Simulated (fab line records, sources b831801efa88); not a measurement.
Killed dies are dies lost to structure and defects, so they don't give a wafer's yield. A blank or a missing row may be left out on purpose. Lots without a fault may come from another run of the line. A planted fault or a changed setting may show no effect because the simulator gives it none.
Chamber matching | flow sky130 | SKY_FIELD_ISO_CMP_27 on cmp-02: 4 sister chambers
The step polishes, stops on Si3N4, t overpolish 16 s, target thk 457.8 nm. 4 wafers are shown with their chamber, then 11 later ones without.

WAFERS WITH THEIR CHAMBER
wafer  | chamber | motor_current_A (A)
L086.1 | 0       | 10.8
L086.4 | 1       | 13.7
L089.5 | 2       | 14.1
L090.2 | 3       | 9.8

WAFERS WITHOUT THEIR CHAMBER
wafer  | motor_current_A (A)
L090.4 | 13.5
L090.5 | 13.7
L091.3 | 10.3
L091.4 | 12.9
L091.5 | 10.8
L092.2 | 10.3
L092.4 | 13.2
L092.6 | 13.4
L097.1 | 13.8
L097.2 | 13.3
L097.5 | 13.1

WHICH CHAMBER EACH WENT THROUGH
wafer  | from the rows above     | in truth
L090.4 | can't be placed: 1 or 2 | 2
L090.5 | can't be placed: 1 or 2 | 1
L091.3 | can't be placed: 0 or 3 | 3
L091.4 | can't be placed: 1 or 2 | 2
L091.5 | 0                       | 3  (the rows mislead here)
L092.2 | can't be placed: 0 or 3 | 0
L092.4 | can't be placed: 1 or 2 | 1
L092.6 | can't be placed: 1 or 2 | 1
L097.1 | can't be placed: 1 or 2 | 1
L097.2 | can't be placed: 1 or 2 | 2
L097.5 | can't be placed: 1 or 2 | 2
Placed correctly: 0 of 11. Can't be placed from these rows: 10 (the true chamber is among the candidates in 10). Placed wrongly: 1.
How it was worked out, from the rows above alone: a wafer's distance from a chamber is the root of the sum, over the readings, of the square of ((its reading less the chamber's mean) divided by the reading's scatter). The wafer belongs to the nearest chamber; if the next one is less than 2 further off, it can't be placed. A chamber's mean is the mean of its shown wafers. The scatter: with one shown wafer a chamber, the root of the mean of the squares of how far each hidden wafer lies from its nearest shown one.
